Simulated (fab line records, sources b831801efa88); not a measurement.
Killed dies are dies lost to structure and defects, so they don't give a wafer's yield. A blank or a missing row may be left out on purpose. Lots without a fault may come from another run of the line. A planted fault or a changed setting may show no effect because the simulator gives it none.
A struck lot beside a sound one | flow sky130 | 28 steps out of a route of 708
Sound: wafers L103.2, L103.3, L103.5. Struck: wafers L113.3, L113.5, L113.6. The cause comes at the end.
At each step with rows: each side's tool, then ch and its chambers, then its first start. Under that, the readings that differ: sound wafers | struck wafers | difference of the means | sigmas: that difference in standard deviations of wafers without a fault.
alike: readings whose means differ by less than 2 such deviations, and words and numbers that are the same on both sides. not compared: withheld readings, readings that some wafer has no value for, bounds like >300 that may hide the same value, and numbers for which the record gives no deviation and whose values overlap.
The two part at a step that has a row with sigmas, a row that says differs or no value, or rows on one side only. Numbers that don't overlap but have no deviation are shown without sigmas and don't part them. A reading that every wafer of one side lacks parts them only if that side has two wafers or more.

first, 5 steps without rows for these wafers: SKY_SONOS_ONO_COAT_08 (resist thk 1140 nm); SKY_SONOS_ONO_SOFTBAKE_09 (time 60 s); SKY_SONOS_ONO_EXPOSE_10 (exposes mask ONOM, target cd 410 nm); SKY_SONOS_ONO_PEB_11; SKY_SONOS_ONO_DEVELOP_12 (develop time 60 s).
SKY_SONOS_ONO_CD_MEAS_13: target cd 410 nm.
  sound on cd_sem-01, day 12 14:17; struck on cd_sem-01, day 15 17:38
  alike: cd_nm
SKY_SONOS_ONO_OVL_MEAS_14:
  sound on overlay-01, day 12 14:24; struck on overlay-01, day 15 17:43
  alike: SONOS_ONO_OVL
SKY_SONOS_ONO_ETCH_15: etches the open film in CHF3/O2, target depth 19.52 nm, time 7.8 s.
  sound on rie_diel-02 ch 0,1, day 12 14:26; struck on rie_diel-01 ch 0,3, day 15 17:45
  alike: drypump_motor_current_A, oes_product_au, throttle_valve_pct
  not compared: rf_hours_counter_h
then, 1 step without rows for these wafers: SKY_SONOS_ONO_WET_ETCH_16 (etches SiO2 in dHF, target depth 14 nm, time 280 s).
SKY_SONOS_ONO_STRIP_17: strips in O2/N2.
  sound on plasma_asher-02 ch 0,1, day 12 14:33; struck on plasma_asher-02 ch 0,1, day 15 17:53
  alike: drypump_motor_current_A, oes_product_au, strip_time_to_endpoint_s
  not compared: rf_hours_counter_h
then, 2 steps without rows for these wafers: SKY_SONOS_ONO_WET_ETCH_18 (etches Si3N4 in H3PO4, target depth 15 nm, time 172 s); SKY_GATE_OXIDE_CLEAN_00 (cleans in SC1/SC2, time 150 s).
SKY_GATE_OXIDE_OXIDATION_01: stabilise 600 s, purge 300 s, target thk 10.268 nm.
  sound on furnace-01 ch 0, day 12 17:34; struck on furnace-01 ch 0, day 15 18:52
  reading                                           | sound                | struck              | difference | sigmas
  spike_tc_bottom_C (C)                             | 915 916 914          | 932 931 930         | +16        | +4
  spike_tc_centre_C (C)                             | 899.5 900.9 900.6    | 918.7 918.3 917.4   | +17.8      | +18
  spike_tc_lower_C (C)                              | 902.4 900.8 901.7    | 917.7 919.9 918.0   | +16.9      | +17
  spike_tc_top_C (C)                                | 911.5 910.4 909.4    | 928.2 926.8 928.3   | +17.3      | +6
  spike_tc_upper_C (C)                              | 900.2 900.5 901.1    | 920.1 918.8 919.5   | +18.9      | +16
  tube_center_temp_C (C)                            | 900.15 899.88 899.97 | 917.67 917.3 917.64 | +17.54     | +99 or more
  tube_center_temp_C_max                            | 902.4 902.1 901.9    | 920.4 919.4 919.3   | +17.6      | +44
  zone_power_lower_pct (%)                          | 18.88 18.90 19.13    | 19.67 19.72 20.24   | +0.91      | +4
  model.SiO2_of_GATE_OXIDE_OXIDATION_01.thk_nm (nm) | 10.2 10.31 10.27     | 12.55 12.5 12.48    | +2.25      |
SKY_GATE_OXIDE_THK_MEAS_02:
  sound on film_metro-04, day 12 18:58; struck on film_metro-04, day 15 20:31
  reading                          | sound             | struck            | difference | sigmas
  GATE_OXIDE_OXIDATION_00_THK (nm) | 10.21 10.31 10.28 | 12.58 12.55 12.46 | +2.26      | +12
  not compared: hold
then, 6 steps without rows for these wafers: SKY_GATE_OXIDE_HMDS_04 (prime time 60 s); SKY_GATE_OXIDE_COAT_05 (resist thk 1140 nm); SKY_GATE_OXIDE_SOFTBAKE_06 (time 60 s); SKY_GATE_OXIDE_EXPOSE_07 (exposes mask LVOM, target cd 600 nm); SKY_GATE_OXIDE_PEB_08; SKY_GATE_OXIDE_DEVELOP_09 (develop time 60 s).
SKY_GATE_OXIDE_OVL_MEAS_10:
  sound on overlay-02, day 13 19:09; struck on overlay-01, day 17 00:41
  alike: GATE_OXIDE_OVL
then, 2 steps without rows for these wafers: SKY_GATE_OXIDE_IMPLANT_11; SKY_GATE_OXIDE_WET_ETCH_12 (etches SiO2 in dHF, target depth 16.8 nm, time 336 s).
SKY_GATE_OXIDE_STRIP_13: strips in O2/N2.
  sound on plasma_asher-01 ch 0,1, day 13 19:26; struck on plasma_asher-01 ch 0,1, day 17 00:59
  alike: drypump_motor_current_A, oes_product_au, strip_time_to_endpoint_s
  not compared: rf_hours_counter_h
SKY_GATE_OXIDE_TW_MEAS_14:
  sound on film_metro-02, day 13 19:32; struck on film_metro-04, day 17 01:22
  reading       | sound             | struck            | difference | sigmas
  GATE_OXIDE_TW | 221.9 222.2 222.5 | 227.9 226.8 226.8 | +5.0       | +2
  not compared: hold
SKY_GATE_OXIDE_OXIDATION_16: stabilise 600 s, purge 300 s, target thk 3.57 nm.
  sound on furnace-01 ch 0, day 13 21:43; struck on furnace-02 ch 0, day 17 05:23
  reading                                           | sound             | struck            | difference | sigmas
  ox_temp_c_max                                     | 803.8 804.5 801.9 | 805.6 805.8 805.6 | +2.3       | +3
  model.SiO2_of_GATE_OXIDE_OXIDATION_01.thk_nm (nm) | 11.54 11.64 11.61 | 13.76 13.7 13.68  | +2.12      |
  alike: spike_tc_bottom_C, spike_tc_centre_C, spike_tc_lower_C, spike_tc_top_C, spike_tc_upper_C, tube_center_temp_C, tube_center_temp_C_max, zone_power_lower_pct
then, 1 step without rows for these wafers: SKY_POLY_GATE_CVD_00 (deposits poly-Si, target thk 180 nm, time 720 s).
-- the record jumps here: 31 days lie between the struck wafers' starts before and after (it left off in module POLY_GATE and takes up again in module PAD_OPEN, whose first step shown is number 708 of the route) --
SKY_PAD_OPEN_PROBE_99:
  sound on prober-02, day 45 18:35; struck on prober-01, day 48 06:32
  reading                                | sound                         | struck                        | difference | sigmas
  killed_at_M4_up                        | 0 1 4                         | 10 4 3                        | +4         | +2
  model.etest.nfet_16v.r_on_ohm_um       | 1.405e+04 1.396e+04 1.417e+04 | 1.587e+04 1.592e+04 1.588e+04 | +1.830e+03 |
  model.etest.pfet_16v.r_on_ohm_um       | 1.518e+04 1.494e+04 1.542e+04 | 1.561e+04 1.61e+04 1.573e+04  | +6.333e+02 |
  model.etest.tip_sonos.rs_ohm_sq        | 2680 2700 2683                | 3217 3172 3185                | +504       |
  model.etest.pfet_g5v0d10v5.r_on_ohm_um | 4745 4750 4718                | 5204 5187 5224                | +467       |
  model.etest.nfet_g5v0d10v5.r_on_ohm_um | 1878 1881 1888                | 2092 2091 2079                | +205       |
  model.etest.nfet_g5v0d10v5.drive_ua_um | 611.3 605.9 605.2             | 510.2 512.6 508               | -97.2      |
  model.etest.nfet_05v0_nvt.drive_ua_um  | 581.3 574.8 573.1             | 489.6 493.2 491               | -85.1      |
  model.etest.pfet_g5v0d10v5.drive_ua_um | 344.5 340.7 340.7             | 305.2 299 305                 | -38.9      |
  alike: killed_at_M0_to_M3, killed_at_contacts, killed_at_front_end, killed_at_other, killed_dies, killed_open, killed_short

WHERE THEY PART
First at SKY_GATE_OXIDE_OXIDATION_01; last, within this record, at SKY_PAD_OPEN_PROBE_99.

WHY: what the simulator had put in
Process parameter drift: furnace-01, from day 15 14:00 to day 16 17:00, at SKY_GATE_OXIDE_OXIDATION_01. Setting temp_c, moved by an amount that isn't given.
